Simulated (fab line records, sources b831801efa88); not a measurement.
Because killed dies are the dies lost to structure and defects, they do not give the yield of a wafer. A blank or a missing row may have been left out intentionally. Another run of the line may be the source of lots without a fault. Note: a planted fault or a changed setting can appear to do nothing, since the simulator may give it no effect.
What tool caused it?	flow gf180mcu	6 lots with 18 wafers sampled at 2 steps, on a route of 602 steps

## WHAT THE GAUGES SHOWED, per wafer
GF_HV_LDD_THK_MEAS_55.
lot	measured	on	HV_LDD_CVD_54_THK (nm)
L773	day 12 15:18	film-metro-04	10.19 10.19 10.11
L775	day 13 08:48	film-metro-03	10.17 10.38 10.19
L777	day 14 01:46	film-metro-02	9.76 10.00 9.88
L779	day 14 23:07	film-metro-03	9.99 10.02 10.10
L790	day 18 13:16	film-metro-04	9.89 9.84 9.89
L793	day 19 19:13	film-metro-02	10.31 10.20 10.18

## EACH LOT AND THE TOOL THAT RAN IT (in order: tool; ch and the chambers of the sampled wafers; start)
lot	GF_HV_LDD_CVD_54
L773	lpcvd-02 ch 0, day 12 14:17
L775	lpcvd-01 ch 0, day 13 07:47
L777	lpcvd-02 ch 0, day 14 00:44
L779	lpcvd-01 ch 1, day 14 21:34
L790	lpcvd-01 ch 0, day 18 11:44
L793	lpcvd-01 ch 1, day 19 18:12
- GF_HV_LDD_CVD_54: deposits SiO2 from TEOS, target thk 10 nm, time 75 s.

## THE ANSWER, worked out from the rows above alone
Rule: the lots themselves supply what counts as usual. Put in order of their means at a reading, lots are off if they are a third of the lots or fewer, leave a main group of 4 or more, and stand apart from it by a gap of 3 or more times the standard deviation of the main group's means; of several such gaps the widest counts. If all means in a main group match to the digits the tables above print for the reading, that group is not used. Also off: a lot with no number at a reading for which 4 or more lots have one. The other lots that the step has rows for count as sound.
None of the lots is off at any reading shown; this tells nothing.

## WHAT THE SIMULATOR HAD PUT IN
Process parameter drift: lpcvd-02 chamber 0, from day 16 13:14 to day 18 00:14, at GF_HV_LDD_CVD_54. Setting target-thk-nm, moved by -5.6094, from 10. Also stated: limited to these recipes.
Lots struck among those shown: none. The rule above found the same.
